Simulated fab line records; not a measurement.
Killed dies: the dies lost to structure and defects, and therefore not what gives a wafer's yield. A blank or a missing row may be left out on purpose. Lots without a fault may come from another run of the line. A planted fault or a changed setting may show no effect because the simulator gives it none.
A struck lot beside a sound one + flow sky130 + 39 steps out of a route of 708
Sound: these wafers, L632.1, L632.3, L632.6. Wafers L637.1, L637.2, L637.3 were the ones struck. The cause comes at the end.
For every step that has rows: the tool of each side, followed by ch and its chambers, followed by its first start. Under that, the readings that differ: sound wafers + struck wafers + difference of the means + sigmas: that difference in standard deviations of wafers without a fault.
alike: same words and numbers on both sides, and readings whose means sit less than 2 such deviations apart. not compared: any withheld reading, any reading some wafer has no value for, any bound like >300 that may hide the same value, and any number with overlapping values for which the record gives no deviation.
A row with sigmas, a row that says differs or no value, or rows on one side alone: a step with any of these is where the two part. Numbers that have no deviation but don't overlap get no sigmas and don't part them. A reading missing from all wafers of one side parts the sides only when that side holds two or more wafers.

first, 10 steps without rows for these wafers: SKY_VT_ADJUST_LVTN_HMDS_01 (prime time 60 s); SKY_VT_ADJUST_LVTN_COAT_02 (resist thk 3000 nm); SKY_VT_ADJUST_LVTN_SOFTBAKE_03; SKY_VT_ADJUST_LVTN_EXPOSE_04 (exposes mask NWM COMPLEMENT LESS NATIVE, target cd 840 nm); SKY_VT_ADJUST_LVTN_PEB_05; SKY_VT_ADJUST_LVTN_DEVELOP_06 (develop time 60 s); SKY_VT_ADJUST_LVTN_IMPLANT_08; SKY_VT_ADJUST_LVTN_STRIP_09 (strips in O2/N2); SKY_VT_ADJUST_LVTN_DEHYDRATE_11 (time 60 s); SKY_VT_ADJUST_LVTN_HMDS_12 (prime time 60 s).
SKY_VT_ADJUST_LVTN_COAT_13: resist thk 1140 nm.
  struck on litho_track-02, day 8 21:47; sound on litho_track-02 ch 0, day 7 15:14
  no value came back on the struck wafers for chill_plate_temp_C (C), dispense_pressure_kPa (kPa); on the sound wafers chill_plate_temp_C (C) reads 22.94 22.84 22.87
then, 4 steps without rows for these wafers: SKY_VT_ADJUST_LVTN_SOFTBAKE_14 (time 60 s); SKY_VT_ADJUST_LVTN_EXPOSE_15 (exposes mask HVN STD DERIVED, target cd 600 nm); SKY_VT_ADJUST_LVTN_PEB_16; SKY_VT_ADJUST_LVTN_DEVELOP_17 (develop time 60 s).
SKY_VT_ADJUST_LVTN_OVL_MEAS_18:
  sound on overlay-01 at day 8 01:15; struck on overlay-01 at day 9 08:53
| reading                    | sound        | struck | difference                    | sigmas |
|----------------------------|--------------|--------|-------------------------------|--------|
| VT_ADJUST_LVTN_01_OVL (nm) | 0.1 -0.9 1.0 | - - -  | no value on the struck wafers |        |
then, 11 steps without rows for these wafers: SKY_VT_ADJUST_LVTN_IMPLANT_19; SKY_VT_ADJUST_LVTN_STRIP_20 (strips in O2/N2); SKY_VT_ADJUST_NCORE_DEHYDRATE_00 (time 60 s); SKY_VT_ADJUST_NCORE_HMDS_01 (prime time 60 s); SKY_VT_ADJUST_NCORE_COAT_02 (resist thk 1140 nm); SKY_VT_ADJUST_NCORE_SOFTBAKE_03 (time 60 s); SKY_VT_ADJUST_NCORE_EXPOSE_04 (exposes mask LVTN COMPLEMENT THIN, target cd 380 nm); SKY_VT_ADJUST_NCORE_PEB_05; SKY_VT_ADJUST_NCORE_DEVELOP_06 (develop time 60 s); SKY_VT_ADJUST_NCORE_IMPLANT_09; SKY_VT_ADJUST_NCORE_STRIP_10 (strips in O2/N2).
SKY_VT_ADJUST_NCORE_TW_MEAS_11:
  sound on film_metro-04 at day 8 22:31; struck on film_metro-02 at day 10 07:36
| reading            | sound             | struck            | difference | sigmas |
|--------------------|-------------------|-------------------|------------|--------|
| VT_ADJUST_NCORE_TW | 224.6 225.3 224.8 | 248.4 250.7 248.5 | +24.3      | +10    |
then, 7 steps without rows for these wafers: SKY_VT_ADJUST_HVTR_DEHYDRATE_00 (time 60 s); SKY_VT_ADJUST_HVTR_HMDS_01 (prime time 60 s); SKY_VT_ADJUST_HVTR_COAT_02 (resist thk 1140 nm); SKY_VT_ADJUST_HVTR_SOFTBAKE_03 (time 60 s); SKY_VT_ADJUST_HVTR_EXPOSE_04 (exposes mask HVTRM, target cd 380 nm); SKY_VT_ADJUST_HVTR_PEB_05; SKY_VT_ADJUST_HVTR_DEVELOP_06 (develop time 60 s).
SKY_VT_ADJUST_HVTR_TW_MEAS_11:
  sound on film_metro-03 at day 9 20:50; struck on film_metro-02 at day 11 06:35
| reading           | sound             | struck            | difference | sigmas |
|-------------------|-------------------|-------------------|------------|--------|
| VT_ADJUST_HVTR_TW | 206.6 207.7 208.5 | 244.1 243.2 244.4 | +36.3      | +19    |
SKY_VT_ADJUST_PCH_TW_MEAS_10:
  sound on film_metro-04 at day 10 19:31; struck on film_metro-04 at day 12 05:49
| reading          | sound             | struck            | difference | sigmas |
|------------------|-------------------|-------------------|------------|--------|
| VT_ADJUST_PCH_TW | 145.4 145.1 144.9 | 208.3 207.6 207.9 | +62.8      | +30    |
SKY_SONOS_TUNNEL_TW_MEAS_12:
  sound on film_metro-03 at day 11 20:02; struck on film_metro-03 at day 13 07:41
| reading         | sound             | struck            | difference | sigmas |
|-----------------|-------------------|-------------------|------------|--------|
| SONOS_TUNNEL_TW | 193.5 193.3 193.4 | 229.8 230.1 228.8 | +36.2      | +13    |
-- the record jumps here: 34 days lie between the struck wafers' starts before and after (it left off in module SONOS_TUNNEL and takes up again in module PAD_OPEN, whose first step shown is number 708 of the route) --
SKY_PAD_OPEN_PROBE_99:
  sound on prober-01 at day 46 04:27; struck on prober-01 at day 47 10:23
| reading                                   | sound                         | struck                        | difference | sigmas |
|-------------------------------------------|-------------------------------|-------------------------------|------------|--------|
| killed_at_front_end                       | 17 11 17                      | 404 432 425                   | +405       | +94    |
| killed_dies                               | 105 83 79                     | 492 492 492                   | +403       | +42    |
| killed_on_rim                             | 23 15 15                      | 96 96 96                      | +78        | +21    |
| model.etest.nfet_16v.r_on_ohm_um          | 1.425e+04 1.412e+04 1.421e+04 | 1.554e+04 1.586e+04 1.574e+04 | +1.520e+03 |        |
| model.etest.res_pwde_under_gate.rs_ohm_sq | 6266 6206 6217                | 5578 5547 5545                | -673       |        |
| model.etest.pfet_g5v0d10v5.r_on_ohm_um    | 4695 4749 4699                | 4460 4550 4509                | -208       |        |
| model.etest.tip_p.rs_ohm_sq               | 6929 6910 6777                | 6759 6724 6706                | -142       |        |
| model.etest.tip_sonos.rs_ohm_sq           | 2652 2673 2665                | 2779 2808 2756                | +118       |        |
| model.etest.tip_p_5v.rs_ohm_sq            | 2820 2812 2815                | 2787 2759 2768                | -44        |        |
| model.etest.nfet_05v0_nvt.drive_ua_um     | 573.8 579.8 578.4             | 531.3 528.3 529.7             | -47.6      |        |
  alike: killed_at_M0_to_M3, killed_at_M4_up, killed_at_contacts, killed_at_other, killed_open, killed_short
  not compared: model.etest.sonos_uncharged.r_on_ohm_um

## WHERE THEY PART
Last at SKY_PAD_OPEN_PROBE_99 as far as this record goes, first at SKY_VT_ADJUST_LVTN_COAT_13.

WHY: the cause the simulator had injected
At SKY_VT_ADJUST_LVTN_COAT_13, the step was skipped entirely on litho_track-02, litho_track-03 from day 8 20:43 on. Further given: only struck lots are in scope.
